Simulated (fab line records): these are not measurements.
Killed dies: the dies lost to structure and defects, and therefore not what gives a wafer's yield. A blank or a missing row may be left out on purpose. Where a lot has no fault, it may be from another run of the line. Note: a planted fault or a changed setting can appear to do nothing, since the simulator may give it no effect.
fab line records	flow sky130
record lots=6	wafers=18	last_day=50
route steps=708 shown LOCAL_INTERCONNECT@394 CONTACT@406 PAD_OPEN@708
lots that met no fault: taken from a fault-free run of the same line
start_h: hours from the record's first day to the start of the lot's first wafer shown	wait_h: hours since the lot's step before	" same as the row above	L1.1+2: a single row standing in for several wafers	- no value, or no start given	* or withheld: withheld	< > ~ a bound
route shown NAME@n: names a module that has steps shown in the file, with the first one's number in the route	usual: mean/standard deviation of fault-free wafers	same: alike in all rows	chamber/n: place in a boat	sites: per-site readings	_std_site: standard deviation across them	_edge_site: outer sites' mean less inner sites'	radius_mm: for every site, how far away it sits from the centre of the wafer	mask NAME#n: copy n	behind: tool/chamber where the wafer was last shaped	hold: cause of the lot's hold/its duration in hours/its outcome	device: transistor that didn't switch, given as n, p or np	end of line: the same wafers' tests at the end of the route	step lacking rows: just its recipe	killed: not the wafer's yield, but the dies lost to structure and defects at the first sort	map: the dies of a wafer, with x for killed, . for not killed, _ for no die there
set.NAME: the run value of the setting; set.NAME@STEP: its run value at that earlier step	model.NAME: the simulator's own value behind a step, which no gauge read
lots at some steps of the route; a table a step, a row a wafer
services: a tool's chamber out of use, with start hour (start_h, from the record's first day; less than 0 if before it), hours out, and reason
## steps
# step SKY_LOCAL_INTERCONNECT_SOFTBAKE_07
# recipe temp_c=100	time_s=90	resist=KrF-thick
# step SKY_LOCAL_INTERCONNECT_EXPOSE_08
# recipe mask_id=LI1M	na=0.8	source_shape=annular	sigma_inner=0.55	sigma_outer=0.85	target_cd_nm=170	dose_mj=28
# step SKY_LOCAL_INTERCONNECT_PEB_09
# recipe peb_temp_c=withheld	peb_time_s=withheld	resist=KrF-thick
# step SKY_LOCAL_INTERCONNECT_DEVELOP_10
# recipe develop_time_s=60	resist=KrF-thick	dev_temp_c=21
# step SKY_LOCAL_INTERCONNECT_CD_MEAS_11
# recipe target_cd_nm=170
# usual cd_nm=170.5/1.6
lot.wafer	tool	chamber	start_h	wait_h	cd_nm
L569.1	cd_sem-02	-	729.08	-	175.3
L569.4	"	-	"	"	174.8
L569.6	"	-	"	"	172.5
L575.1	cd_sem-01	-	789.76	-	172.4
L575.2	"	-	"	"	173.6
L575.3	"	-	"	"	171.9
L578.1	cd_sem-01	-	814.03	-	170.4
L578.3	"	-	"	"	169.4
L578.4	"	-	"	"	170.9
L580.2	cd_sem-01	-	826.73	-	171.5
L580.3	"	-	"	"	172.4
L580.4	"	-	"	"	171.5
L587.1	cd_sem-02	-	869.43	-	167.4
L587.2	"	-	"	"	167.7
L587.6	"	-	"	"	168.3
L588.1	cd_sem-01	-	879.98	-	169.0
L588.5	"	-	"	"	168.5
L588.6	"	-	"	"	168.6
# step SKY_LOCAL_INTERCONNECT_OVL_MEAS_12
# usual LOCAL_INTERCONNECT_OVL=-2/5.3
lot.wafer	tool	chamber	start_h	wait_h	LOCAL_INTERCONNECT_OVL[nm]
L569.1	overlay-01	-	729.20	0.1	-4
L569.4	"	-	"	"	2
L569.6	"	-	"	"	-3
L575.1	overlay-01	-	789.88	0.1	4
L575.2	"	-	"	"	-4
L575.3	"	-	"	"	-5
L578.1	overlay-02	-	814.15	0.1	7
L578.3	"	-	"	"	-2
L578.4	"	-	"	"	-7
L580.2	overlay-02	-	826.83	0.1	-3
L580.3	"	-	"	"	-4
L580.4	"	-	"	"	-8
L587.1	overlay-01	-	869.55	0.1	-5
L587.2	"	-	"	"	-15
L587.6	"	-	"	"	-7
L588.1	overlay-02	-	880.10	0.1	0
L588.5	"	-	"	"	-7
L588.6	"	-	"	"	-2
# step SKY_LOCAL_INTERCONNECT_ETCH_13
# recipe chemistry=N2/H2	target=BARC	ion_energy_ev=200	bias_w=100	pressure_mtorr=30	n2_flow_sccm=100	h2_flow_sccm=200	icp_w=500	stop_on=SiO2	time_s=45.9	target_depth_a=600
# usual drypump_motor_current_A=5.7/0.52	oes_product_au=0.854/0.0043	throttle_valve_pct=13.224/0.0089
lot.wafer	tool	chamber	start_h	wait_h	drypump_motor_current_A	oes_product_au	rf_hours_counter_h	throttle_valve_pct
L569.1	rie_metal-01	1	729.24	0.0	6.6	0.855	4	13.223
L569.4	"	1	"	"	6.6	0.864	-	13.227
L569.6	"	0	"	"	5.3	0.851	-	13.236
L575.1	rie_metal-04	1	789.91	0.0	6.1	0.853	14	13.216
L575.2	"	0	"	"	5.0	0.854	13	13.231
L575.3	"	1	"	"	6.1	0.853	-	13.213
L578.1	rie_metal-04	1	814.19	0.0	6.1	0.848	15	13.226
L578.3	"	0	"	"	5.0	0.854	-	13.222
L578.4	"	1	"	"	6.1	0.857	-	13.217
L580.2	rie_metal-04	0	826.86	0.0	4.9	0.846	15	13.214
L580.3	"	0	"	"	5.0	0.865	-	13.211
L580.4	"	1	"	"	6.1	0.860	-	13.225
L587.1	rie_metal-03	0	869.59	0.0	5.8	0.855	3	13.226
L587.2	"	1	"	"	5.5	0.849	7	13.235
L587.6	"	1	"	"	5.5	0.854	-	13.225
L588.1	rie_metal-04	1	880.14	0.0	6.1	0.856	18	13.219
L588.5	"	0	"	"	5.0	0.857	-	13.210
L588.6	"	1	"	"	6.0	0.853	-	13.241
# step SKY_LOCAL_INTERCONNECT_METAL_ETCH_14
# recipe target_depth_nm=110	stop_on=PSG	chemistry=Cl2/BCl3	target=TiN	resist_sidewall_deg=88	pressure_mtorr=10	icp_w=900	bias_w=48.5	Cl2_flow_sccm=60	bcl3_flow_sccm=30	time_s=31.4
# usual drypump_motor_current_A=5.7/0.51	oes_product_au=0.943/0.0073	throttle_valve_pct=21.898/0.0094
lot.wafer	tool	chamber	start_h	wait_h	drypump_motor_current_A	oes_product_au	rf_hours_counter_h	throttle_valve_pct
L569.1	rie_metal-01	1	729.30	0.0	6.6	0.942	4	21.907
L569.4	"	1	"	"	6.6	0.952	-	21.897
L569.6	"	0	"	"	5.3	0.939	-	21.880
L575.1	rie_metal-04	1	789.98	0.0	6.1	0.960	14	21.909
L575.2	"	0	"	"	4.9	0.949	13	21.883
L575.3	"	1	"	"	6.1	0.942	-	21.891
L578.1	rie_metal-04	1	814.25	0.0	6.1	0.951	15	21.890
L578.3	"	0	"	"	5.0	0.959	-	21.891
L578.4	"	1	"	"	6.1	0.943	-	21.891
L580.2	rie_metal-04	0	826.93	0.0	4.9	0.932	15	21.887
L580.3	"	0	"	"	4.9	0.952	-	21.888
L580.4	"	1	"	"	6.1	0.945	-	21.894
L587.1	rie_metal-03	0	869.65	0.0	5.8	0.956	3	21.889
L587.2	"	1	"	"	5.5	0.954	7	21.894
L587.6	"	1	"	"	5.5	0.943	-	21.891
L588.1	rie_metal-04	1	880.20	0.0	6.1	0.940	18	21.882
L588.5	"	0	"	"	5.0	0.946	-	21.894
L588.6	"	1	"	"	6.1	0.935	-	21.899
# step SKY_LOCAL_INTERCONNECT_STRIP_15
# recipe chemistry=O2/N2	power_w=1400	pressure_mtorr=1500	platen_temp_c=withheld	o2_flow_sccm=3000	n2_flow_sccm=300	overash_fraction=0.5
# step SKY_LOCAL_INTERCONNECT_STRIP_16
# recipe chemistry=post_etch_residue_remover	time_s=1200	temp_c=72.5
# step SKY_LOCAL_INTERCONNECT_CLEAN_17
# recipe chemistry=IPA	time_s=180	temp_c=25
# step SKY_LOCAL_INTERCONNECT_CLEAN_18
# recipe chemistry=O3/DIW	dry=n2_spin
# step SKY_CONTACT_CVD_00
# recipe material=Si3N4	target_thk_nm=75	temp_c=400	time_s=withheld	rf_w=450
# usual heater_power_outer_w=480/110	heater_power_w=779/160
lot.wafer	tool	chamber	start_h	wait_h	heater_power_outer_w	heater_power_w	model.Si3N4_of_CONTACT_CVD_00.thk_nm
L569.1	pecvd-01	2	729.95	0.0	556	944	74.46
L569.4	"	0	"	"	551	894	75.24
L569.6	"	2	"	"	574	933	76.55
L575.1	pecvd-02	1	790.62	0.0	610	924	72.78
L575.2	"	2	"	"	533	929	74.6
L575.3	"	0	"	"	494	784	56.63
L578.1	pecvd-02	0	814.90	0.0	589	925	56.55
L578.3	"	1	"	"	606	941	74.03
L578.4	"	1	"	"	612	941	75.11
L580.2	pecvd-01	1	827.60	0.0	333	530	74.21
L580.3	"	0	"	"	540	867	73.61
L580.4	"	1	"	"	336	525	75.77
L587.1	pecvd-02	0	870.34	0.0	501	776	74.17
L587.2	"	1	"	"	473	767	73.55
L587.6	"	0	"	"	500	799	75.98
L588.1	pecvd-01	2	881.28	0.0	588	958	75.16
L588.5	"	1	"	"	270	434	74.74
L588.6	"	0	"	"	511	821	76.14
# step SKY_CONTACT_THK_MEAS_01
# recipe reads=Si3N4_of_CONTACT_CVD_00
# usual CONTACT_CVD_00_THK=74.9/0.92
lot.wafer	tool	chamber	start_h	wait_h	CONTACT_CVD_00_THK[nm]
L569.1	film_metro-01	-	729.98	-	74.4
L569.4	"	-	"	"	75.2
L569.6	"	-	"	"	76.6
L575.1	film_metro-04	-	790.65	-	72.7
L575.2	"	-	"	"	74.6
L575.3	"	-	"	"	56.6
L578.1	film_metro-03	-	814.93	-	56.6
L578.3	"	-	"	"	74.1
L578.4	"	-	"	"	75.0
L580.2	film_metro-01	-	827.64	-	74.2
L580.3	"	-	"	"	73.6
L580.4	"	-	"	"	75.8
L587.1	film_metro-03	-	870.37	-	74.2
L587.2	"	-	"	"	73.6
L587.6	"	-	"	"	76.0
L588.1	film_metro-01	-	881.31	-	75.2
L588.5	"	-	"	"	74.7
L588.6	"	-	"	"	76.2
# step SKY_CONTACT_HDPCVD_02
# recipe material=SiO2	target_thk_nm=565	sigma_open_frac=0.3	time_s=94.2	temp_c=600	sih4_flow_sccm=60	pressure_mtorr=6
# step SKY_CONTACT_THK_MEAS_03
# recipe reads=SiO2_of_CONTACT_HDPCVD_02
# usual CONTACT_HDPCVD_THK=567/7.3
lot.wafer	tool	chamber	start_h	wait_h	CONTACT_HDPCVD_THK[nm]
L569.1	film_metro-04	-	730.11	0.0	561
L569.4	"	-	"	"	554
L569.6	"	-	"	"	558
L575.1	film_metro-03	-	790.78	0.0	571
L575.2	"	-	"	"	567
L575.3	"	-	"	"	558
L578.1	film_metro-01	-	815.06	0.0	575
L578.3	"	-	"	"	569
L578.4	"	-	"	"	562
L580.2	film_metro-04	-	827.77	0.0	573
L580.3	"	-	"	"	563
L580.4	"	-	"	"	576
L587.1	film_metro-04	-	870.50	0.0	554
L587.2	"	-	"	"	567
L587.6	"	-	"	"	551
L588.1	film_metro-04	-	881.44	0.0	580
L588.5	"	-	"	"	573
L588.6	"	-	"	"	557
# step SKY_CONTACT_CMP_04
# recipe material=SiO2	down_force_psi=4	platen_rpm=60	pad_velocity_m_s=0.94248
# usual motor_current_A=12.2/0.94
lot.wafer	tool	chamber	start_h	wait_h	motor_current_A
L569.1	cmp-01	0	730.17	0.1	10.9
L569.4	"	2	"	"	12.8
L569.6	"	0	"	"	10.7
L575.1	cmp-01	3	790.84	0.1	11.8
L575.3	"	1	"	"	11.5
L575.2	"	2	"	"	13.4
L578.4	cmp-01	0	815.17	0.1	11.1
L578.1	"	1	"	"	10.9
L578.3	"	2	"	"	13.4
L580.3	cmp-02	2	827.82	0.0	13.9
L580.4	"	3	"	"	11.9
L580.2	"	1	"	"	11.6
L587.1	cmp-02	2	870.56	0.1	13.7
L587.2	"	3	"	"	12.2
L587.6	"	3	"	"	12.1
L588.1	cmp-01	0	881.60	0.1	11.0
L588.6	"	2	"	"	12.8
L588.5	"	3	"	"	11.0
# step SKY_CONTACT_BOW_MEAS_05
# recipe mode=bow
# usual CONTACT_BOW=82/7
lot.wafer	tool	chamber	start_h	wait_h	CONTACT_BOW[um]
L569.1	film_metro-01	-	730.47	0.2	79
L569.4	"	-	"	"	94
L569.6	"	-	"	"	84
L575.1	film_metro-03	-	791.14	0.2	87
L575.2	"	-	"	"	76
L575.3	"	-	"	"	82
L578.1	film_metro-01	-	815.42	0.1	75
L578.3	"	-	"	"	89
L578.4	"	-	"	"	93
L580.2	film_metro-04	-	828.14	0.1	79
L580.3	"	-	"	"	83
L580.4	"	-	"	"	86
L587.1	film_metro-03	-	870.86	0.2	91
L587.2	"	-	"	"	96
L587.6	"	-	"	"	87
L588.1	film_metro-03	-	881.80	0.1	84
L588.5	"	-	"	"	89
L588.6	"	-	"	"	84
# step SKY_CONTACT_DEHYDRATE_06
# recipe temp_c=200	time_s=60
# step SKY_CONTACT_HMDS_07
# recipe prime_time_s=60	prime_temp_c=120
# step SKY_CONTACT_COAT_08
# recipe resist=BARC	temp_c=withheld	time_s=withheld	spin_rpm=3000	resist_thk_nm=60
# step SKY_CONTACT_COAT_09
# recipe resist=KrF-thick	spin_rpm=3000	resist_thk_nm=450
# step SKY_CONTACT_SOFTBAKE_10
# recipe temp_c=99.42	time_s=90	resist=KrF-thick
# step SKY_CONTACT_EXPOSE_11
# recipe mask_id=CTM1	na=0.8	source_shape=annular	sigma_inner=0.55	sigma_outer=0.85	target_cd_nm=170	dose_mj=38
# step SKY_CONTACT_PEB_12
# recipe peb_temp_c=withheld	peb_time_s=withheld	resist=KrF-thick
# step SKY_CONTACT_DEVELOP_13
# recipe develop_time_s=60	resist=KrF-thick	dev_temp_c=21
# step SKY_CONTACT_CD_MEAS_14
# recipe target_cd_nm=170
# usual cd_nm=170.0/1.9
lot.wafer	tool	chamber	start_h	wait_h	cd_nm
L569.1	cd_sem-01	-	758.33	-	166.2
L569.4	"	-	"	"	166.3
L569.6	"	-	"	"	165.4
L575.1	cd_sem-02	-	817.18	-	170.2
L575.2	"	-	"	"	171.1
L575.3	"	-	"	"	170.8
L578.1	cd_sem-01	-	841.28	-	166.4
L578.3	"	-	"	"	166.9
L578.4	"	-	"	"	167.4
L580.2	cd_sem-01	-	854.15	-	167.9
L580.3	"	-	"	"	167.2
L580.4	"	-	"	"	168.1
L587.1	cd_sem-01	-	896.85	-	169.5
L587.2	"	-	"	"	170.5
L587.6	"	-	"	"	170.8
L588.1	cd_sem-01	-	906.78	-	169.2
L588.5	"	-	"	"	169.6
L588.6	"	-	"	"	171.0
# step SKY_CONTACT_OVL_MEAS_15
# usual CONTACT_OVL=-5/5.3
lot.wafer	tool	chamber	start_h	wait_h	CONTACT_OVL[nm]
L569.1	overlay-02	-	758.45	0.1	-3
L569.4	"	-	"	"	-13
L569.6	"	-	"	"	-12
L575.1	overlay-01	-	817.30	0.1	0
L575.2	"	-	"	"	1
L575.3	"	-	"	"	-5
L578.1	overlay-01	-	841.40	0.1	-9
L578.3	"	-	"	"	-10
L578.4	"	-	"	"	-9
L580.2	overlay-01	-	854.26	0.1	-7
L580.3	"	-	"	"	-9
L580.4	"	-	"	"	-5
L587.1	overlay-01	-	896.97	0.1	6
L587.2	"	-	"	"	-3
L587.6	"	-	"	"	1
L588.1	overlay-01	-	906.90	0.1	-7
L588.5	"	-	"	"	-1
L588.6	"	-	"	"	-3
# step SKY_CONTACT_ETCH_16
# recipe chemistry=N2/H2	target=BARC	ion_energy_ev=200	source_w=500	bias_w=100	pressure_mtorr=30	n2_flow_sccm=100	h2_flow_sccm=200	stop_on=SiO2	time_s=45.9	target_depth_a=600
# step SKY_CONTACT_ETCH_17
# recipe target=SiO2	chemistry=C4F8/O2/Ar	stop_on=Si3N4	mask_material=KrF-thick	source_w=1500	bias_w=1200	pressure_mtorr=40	c4f8_flow_sccm=withheld	O2_flow_sccm=6	Ar_flow_sccm=300	time_s=withheld	target_depth_a=3400
# usual oes_product_au=0.891/0.0046
lot.wafer	tool	chamber	start_h	wait_h	oes_product_au
L569.1	rie_diel-02	3	758.53	0.0	0.891
L569.4	"	0	"	"	0.890
L569.6	"	2	"	"	0.893
L575.1	rie_diel-02	0	817.38	0.0	0.892
L575.2	"	3	"	"	0.899
L575.3	"	1	"	"	0.884
L578.1	rie_diel-04	3	841.48	0.0	0.884
L578.3	"	1	"	"	0.897
L578.4	"	0	"	"	0.886
L580.2	rie_diel-02	1	854.33	0.0	0.887
L580.3	"	3	"	"	0.895
L580.4	"	2	"	"	0.899
L587.1	rie_diel-02	1	897.05	0.0	0.898
L587.2	"	0	"	"	0.889
L587.6	"	2	"	"	0.886
L588.1	rie_diel-02	2	906.98	0.0	0.898
L588.5	"	0	"	"	0.890
L588.6	"	1	"	"	0.891
# step SKY_CONTACT_ETCH_18
# recipe target=Si3N4	chemistry=CHF3/O2	stop_on=TiN	source_w=600	bias_w=200	pressure_mtorr=40	chf3_flow_sccm=50	O2_flow_sccm=5	time_s=39	target_depth_a=750
# usual drypump_motor_current_A=5.5/0.46	oes_product_au=0.854/0.0074	throttle_valve_pct=8.794/0.0081
lot.wafer	tool	chamber	start_h	wait_h	drypump_motor_current_A	oes_product_au	rf_hours_counter_h	throttle_valve_pct	model.etch.depth_nm
L569.1	rie_diel-02	3	-	-	5.4	0.853	8	8.789	74.46
L569.4	"	0	"	"	5.9	0.856	-	8.796	75.24
L569.6	"	2	"	"	6.4	0.861	-	8.792	76.55
L575.1	rie_diel-02	0	-	-	5.9	0.840	7	8.786	72.78
L575.2	"	3	"	"	5.4	0.847	11	8.811	74.6
L575.3	"	1	"	"	5.1	0.734	0	8.762	56.63
L578.1	rie_diel-04	3	-	-	5.9	0.738	10	8.759	56.55
L578.3	"	1	"	"	5.0	0.852	5	8.790	74.03
L578.4	"	0	"	"	5.4	0.853	2	8.795	75.11
L580.2	rie_diel-02	1	-	-	5.1	0.850	2	8.789	74.21
L580.3	"	3	"	"	5.4	0.850	13	8.786	73.61
L580.4	"	2	"	"	6.4	0.864	0	8.796	75.77
L587.1	rie_diel-02	1	-	-	5.1	0.848	3	8.788	74.17
L587.2	"	0	"	"	5.9	0.845	9	8.795	73.55
L587.6	"	2	"	"	6.4	0.862	-	8.806	75.98
L588.1	rie_diel-02	2	-	-	6.4	0.858	2	8.791	75.16
L588.5	"	0	"	"	6.0	0.853	-	8.788	74.74
L588.6	"	1	"	"	5.2	0.860	-	8.792	76.14
# step SKY_CONTACT_STRIP_19
# recipe chemistry=O2/N2	power_w=1400	pressure_mtorr=1500	platen_temp_c=withheld	o2_flow_sccm=3000	n2_flow_sccm=300	overash_fraction=0.5
# usual drypump_motor_current_A=5.7/0.58	oes_product_au=0.380/0.0043	strip_time_to_endpoint_s=3.61/0.032
lot.wafer	tool	chamber	start_h	wait_h	drypump_motor_current_A	oes_product_au	rf_hours_counter_h	strip_time_to_endpoint_s
L569.1	plasma_asher-02	0	758.62	-	6.3	0.376	31	3.57
L569.4	"	1	"	"	5.4	0.372	-	3.63
L569.6	"	1	"	"	5.5	0.381	-	3.61
L575.1	plasma_asher-02	0	817.47	-	6.3	0.378	36	3.63
L575.2	"	1	"	"	5.5	0.390	36	3.57
L575.3	"	1	"	"	5.5	0.379	-	3.62
L578.1	plasma_asher-01	0	841.57	-	6.4	0.374	10	3.59
L578.3	"	1	"	"	5.0	0.381	-	3.60
L578.4	"	0	"	"	6.4	0.378	-	3.62
L580.2	plasma_asher-04	1	854.42	-	5.0	0.390	106	3.58
L580.3	"	1	"	"	5.0	0.367	-	3.56
L580.4	"	0	"	"	5.9	0.381	-	3.59
L587.1	plasma_asher-01	1	897.14	-	5.0	0.378	16	3.60
L587.2	"	0	"	"	6.4	0.382	16	3.63
L587.6	"	0	"	"	6.4	0.378	-	3.59
L588.1	plasma_asher-02	1	907.07	-	5.4	0.381	45	3.58
L588.5	"	1	"	"	5.5	0.383	-	3.60
L588.6	"	0	"	"	6.3	0.380	-	3.57
# step SKY_PAD_OPEN_PROBE_99
# usual killed_at_M0_to_M3=44/6.9	killed_at_M4_up=3.3/1.7	killed_at_contacts=24/4.7	killed_at_front_end=15/4.5	killed_at_other=0.2/0.49	killed_dies=86/8.4	killed_open=47/6.5	killed_short=39/6
# same gross_dies=492	killed_at_back_side=0
lot.wafer	tool	chamber	start_h	wait_h	killed_at_M0_to_M3	killed_at_M4_up	killed_at_contacts	killed_at_front_end	killed_at_other	killed_dies	killed_open	killed_short
L569.1	prober-02	-	1090.80	0.1	42	4	29	12	0	87	42	45
L569.4	prober-02	-	1090.95	0.2	32	3	30	12	0	77	39	38
L569.6	prober-02	-	1091.05	0.2	51	2	27	16	0	96	46	50
L580.2	prober-01	-	1162.40	0.1	44	4	16	19	1	84	47	37
L580.3	prober-01	-	1162.45	0.2	53	3	22	7	0	85	43	42
L580.4	prober-01	-	1162.50	0.2	48	3	33	13	1	98	52	46
# killed by level:class
L569.1 CONTACT:geometric_particle:open=14 METAL2:geometric_particle:short=9 VIA1:geometric_particle:open=8 LOCAL_INTERCONNECT:geometric_particle:short=8 VIA1:geometric_particle:short=6 VIA2:geometric_particle:open=6 POLY_GATE:geometric_particle:short=5 METAL1:geometric_particle:short=5
L569.4 CONTACT:geometric_particle:open=9 CONTACT:geometric_particle:short=7 LOCAL_INTERCONNECT:geometric_particle:short=6 METAL1:geometric_particle:short=6 VIA1:geometric_particle:open=6 VIA2:geometric_particle:open=6 FIELD_ISO:geometric_particle:open=5 FIELD_ISO:geometric_particle:short=5
L569.6 VIA1:geometric_particle:open=14 CONTACT:geometric_particle:short=11 VIA1:geometric_particle:short=8 METAL1:geometric_particle:short=7 CONTACT:geometric_particle:open=7 VIA3:geometric_particle:open=6 METAL2:geometric_particle:short=5 VIA2:geometric_particle:open=4
L580.2 VIA1:geometric_particle:open=10 POLY_GATE:geometric_particle:open=7 CONTACT:geometric_particle:open=7 METAL1:geometric_particle:short=6 LI_CONTACT:geometric_particle:short=5 VIA3:geometric_particle:short=5 VIA2:geometric_particle:open=5 FIELD_ISO:geometric_particle:open=4
L580.3 VIA1:geometric_particle:open=15 METAL1:geometric_particle:short=10 VIA3:geometric_particle:open=7 LOCAL_INTERCONNECT:geometric_particle:short=6 CONTACT:geometric_particle:open=5 METAL2:geometric_particle:short=5 VIA2:geometric_particle:open=5 LI_CONTACT:geometric_particle:open=4
L580.4 LI_CONTACT:geometric_particle:open=10 CONTACT:geometric_particle:open=10 METAL1:geometric_particle:short=10 VIA1:geometric_particle:open=8 VIA2:geometric_particle:open=7 VIA1:geometric_particle:short=6 FIELD_ISO:geometric_particle:short=5 LI_CONTACT:geometric_particle:short=5
## services
tool	chamber	start_h	hours	kind
cmp-02	-	710.01	1.0	repair
cmp-02	-	714.01	1.1	repair
rie_metal-04	-	715.06	1.1	repair
rie_metal-04	-	716.94	0.3	repair
pecvd-02	-	722.85	2.2	repair
rie_diel-02	-	729.15	0.4	repair
plasma_asher-01	-	733.75	9.0	pm
rie_metal-01	-	733.99	5.8	repair
cmp-02	-	745.76	4.0	pm
rie_diel-02	-	750.06	3.0	repair
rie_metal-04	0	751.44	2.2	repair
rie_metal-01	-	771.00	26.5	repair
rie_diel-04	-	783.03	0.3	repair
rie_metal-01	-	797.58	1.4	pm
cmp-02	-	816.00	2.7	repair
cmp-01	-	818.78	0.4	repair
pecvd-02	0	835.89	8.6	repair
cmp-01	-	850.89	0.9	repair
rie_diel-02	1	858.22	10.4	repair
rie_diel-02	-	860.87	0.4	repair
rie_diel-04	-	870.38	1.7	repair
rie_metal-03	1	875.22	11.9	repair
pecvd-01	-	899.43	5.5	pm
rie_diel-02	3	905.22	3.3	repair
## key
first_sign step=SKY_CONTACT_THK_MEAS_01	reading=CONTACT_CVD_00_THK	direction=down	sigmas=20	usual=74.9	struck=56.6
effect step=SKY_CONTACT_ETCH_18	reading=oes_product_au	direction=down	sigmas=16	usual=0.854	struck=0.736
model_effect step=SKY_CONTACT_CVD_00	value=Si3N4_of_CONTACT_CVD_00.thk_nm	without=74.6	struck=56.59
model_effect step=SKY_CONTACT_ETCH_18	value=etch.depth_nm	without=74.6	struck=56.59
met_at SKY_CONTACT_CVD_00
struck_wafers L575.3,L578.1
tester_left_out L575,L578
fault kind=process_parameter_drift	tool=pecvd-02	chamber=0	onset_h=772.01	steps=SKY_CONTACT_CVD_00	channel=time_s	offset=withheld	shape=step	end_h=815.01	acts_in=*
# tester_left_out: of these lots the tester's yield and bins aren't shown, on N5 and GAA mostly nor the transistor test; their killed dies are dies lost to structure and defects alone, not to doping, threshold or leakage, so they don't give the yield
